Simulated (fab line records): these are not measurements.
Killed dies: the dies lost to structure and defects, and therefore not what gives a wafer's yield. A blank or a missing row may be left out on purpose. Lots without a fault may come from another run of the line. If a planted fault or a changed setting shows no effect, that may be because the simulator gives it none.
Code-filled problem report in 8D (eight disciplines) form | flow sky130 | the parts of the form that need people (team, actions taken, sign-off) are left out

## 1. THE ISSUE
Mean of rf fwd power W at SKY_CONTACT_ETCH_18: 495.2 W across 2 wafers in 2 lots; on wafers with no fault it is 593.5 W (standard deviation 2.4). Relative to the usual mean, that is a shift of -41 standard deviations.
The step: etches Si3N4 in CHF3/O2, stops on TiN, time 39 s, target depth 75 nm.
First seen on wafer L465.4, day 34 15:00, on rie diel-02. The record holds 18 wafers of 6 lots with a number at this step. The rule behind "out" and "out of limits": a value lying over 4 standard deviations away from the usual mean. The rest of the wafers with a number are treated as sound.

## 2. WHAT IT IS AND WHAT IT IS NOT
question                    | is                | is not
which readings at this step | rf fwd power W    | O2_flow_sccm, drypump motor current A, oes product au, throttle valve pct
which lots                  | L465, L466        | L458, L471, L476, L478
which wafers of those lots  | L465.4, L466.3    | L465.3, L465.5, L466.5, L466.6
read on which tools         | rie diel-02       | rie diel-01
when                        | from day 34 15:00 | up to then (5 sound wafers); but 11 sound wafers of L466, L471, L476, L478 came after

## 3. SUSPECTS, AND WHAT RULES EACH OUT
Counting: a tool at a process step up to the reading stays a suspect if it ran every lot that is out. Sound lots after the first of them don't rule it out here, since some wafers of a struck lot are sound.
- rie diel-02 at SKY_CONTACT_ETCH_16 (etches BARC in N2/H2, stops on SiO2, time 45.9 s, target depth 60 nm): kept. It ran every lot that is out, first L465 (day 34 15:31).
- rie diel-02 at SKY_CONTACT_ETCH_17 (etches SiO2 in C4F8/O2/Ar, stops on Si3N4, target depth 340 nm): kept. It ran every lot that is out, first L465 (day 34 15:34).
- rie diel-02 at SKY_CONTACT_ETCH_18 (etches Si3N4 in CHF3/O2, stops on TiN, time 39 s, target depth 75 nm): kept. It ran every lot that is out, first L465 (day 34 15:00). Its own readings are out on those wafers: rf fwd power W.
- rie diel-02, SKY_CONTACT_ETCH_16: wafers that are out in chamber 2, sound lot-mates in chambers 0, 1, 3.
- rie diel-02, SKY_CONTACT_ETCH_17: wafers that are out in chamber 2, sound lot-mates in chambers 0, 1, 3.
- rie diel-02, SKY_CONTACT_ETCH_18: wafers that are out in chamber 2, sound lot-mates in chambers 0, 1, 3.
After the count, these remain: rie diel-02 at SKY_CONTACT_ETCH_16, rie diel-02 at SKY_CONTACT_ETCH_17 and rie diel-02 at SKY_CONTACT_ETCH_18.

## 4. THE CAUSE (what the simulator had put in)
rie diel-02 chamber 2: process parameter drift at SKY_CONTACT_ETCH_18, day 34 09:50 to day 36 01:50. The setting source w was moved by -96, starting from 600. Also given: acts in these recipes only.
This tool is one of the 3 suspects left after counting.

## 5. THE EFFECT CHAIN, in route order
Each row: a reading where the mean over the struck wafers with a number is more than 3 standard deviations away from the usual. Readings are gone through only where the record gives a usual standard deviation; hours: the median, over the lots, of the time from a lot's start at the first step in this table giving one to that lot's start at this step; sigmas: the change measured in usual standard deviations.
hours | step                | reading        | usual   | on struck wafers | change | sigmas
0     | SKY_CONTACT_ETCH_18 | rf fwd power W | 593.5 W | 495.2            | -98.3  | -41
It contains these process steps:
- SKY_CONTACT_ETCH_18: etches Si3N4 in CHF3/O2, stops on TiN, time 39 s, target depth 75 nm.

## 6. HOW IT WOULD HAVE BEEN CAUGHT EARLIER
The fault began at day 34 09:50; the first out-of-limits reading in this record came at day 34 15:00, 5 hours later.
